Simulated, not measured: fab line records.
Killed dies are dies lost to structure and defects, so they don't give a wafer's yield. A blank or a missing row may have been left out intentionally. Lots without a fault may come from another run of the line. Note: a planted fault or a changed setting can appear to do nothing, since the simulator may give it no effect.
Matching of chambers / flow sky130 / cmp-01 running SKY_LI_CONTACT_CMP_02: 3 sister chambers
The step polishes PSG. 14 wafers are shown with their chamber, then 7 later ones without.

## WAFERS WITH THEIR CHAMBER
wafer=L784.1; chamber=2; motor current A (A)=12.0; time to endpoint s (s)=33.9
wafer=L784.4; chamber=3; motor current A (A)=12.0; time to endpoint s (s)=35.2
wafer=L784.6; chamber=0; motor current A (A)=10.9; time to endpoint s (s)=38.4
wafer=L785.2; chamber=2; motor current A (A)=12.1; time to endpoint s (s)=33.6
wafer=L785.3; chamber=3; motor current A (A)=12.1; time to endpoint s (s)=32.7
wafer=L785.4; chamber=0; motor current A (A)=11.3; time to endpoint s (s)=32.5
wafer=L792.1; chamber=2; motor current A (A)=11.9; time to endpoint s (s)=31.6
wafer=L792.3; chamber=3; motor current A (A)=11.7; time to endpoint s (s)=34.9
wafer=L792.6; chamber=2; motor current A (A)=11.6; time to endpoint s (s)=32.6
wafer=L794.1; chamber=2; motor current A (A)=11.5; time to endpoint s (s)=30.6
wafer=L794.2; chamber=3; motor current A (A)=12.3; time to endpoint s (s)=28.9
wafer=L794.4; chamber=0; motor current A (A)=11.3; time to endpoint s (s)=31.9
wafer=L802.2; chamber=2; motor current A (A)=11.3; time to endpoint s (s)=31.6
wafer=L802.4; chamber=3; motor current A (A)=11.5; time to endpoint s (s)=33.0

SIGNATURES (averages over the wafers above)
reading=motor current A; chamber 0=11.167; chamber 2=11.733; chamber 3=11.920; scatter within a chamber=0.303
reading=time to endpoint s; chamber 0=34.267; chamber 2=32.317; chamber 3=32.940; scatter within a chamber=2.32
Rule: distance of a wafer from a chamber = root of the sum over the readings of ((wafer's reading minus chamber's mean) / reading's scatter) squared. The wafer belongs to the nearest chamber; if the next one is less than 2 further off, it can't be placed. The scatter is the square root of a quotient: the sum, over the shown wafers, of each reading's squared deviation from its chamber's mean, divided by wafers minus chambers.

## WAFERS WHOSE CHAMBER IS MISSING
wafer=L802.5; motor current A (A)=11.8; time to endpoint s (s)=29.4
wafer=L803.1; motor current A (A)=11.5; time to endpoint s (s)=29.6
wafer=L803.5; motor current A (A)=10.8; time to endpoint s (s)=28.8
wafer=L803.6; motor current A (A)=12.2; time to endpoint s (s)=28.6
wafer=L804.2; motor current A (A)=12.0; time to endpoint s (s)=29.6
wafer=L804.5; motor current A (A)=12.8; time to endpoint s (s)=26.8
wafer=L804.6; motor current A (A)=12.0; time to endpoint s (s)=32.3

## CHAMBER TAKEN BY EACH
wafer=L802.5; from the rows above=can't be placed: 2 or 3 or 0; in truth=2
wafer=L803.1; from the rows above=can't be placed: 2 or 3 or 0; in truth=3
wafer=L803.5; from the rows above=can't be placed: 0 or 2 or 3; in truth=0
wafer=L803.6; from the rows above=can't be placed: 3 or 2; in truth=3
wafer=L804.2; from the rows above=can't be placed: 3 or 2 or 0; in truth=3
wafer=L804.5; from the rows above=can't be placed: 3 or 2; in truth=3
wafer=L804.6; from the rows above=can't be placed: 3 or 2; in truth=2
Placed correctly: 0 of 7. These rows do not allow placing 7 (true chamber among the candidates in 7). Placed wrongly: 0.
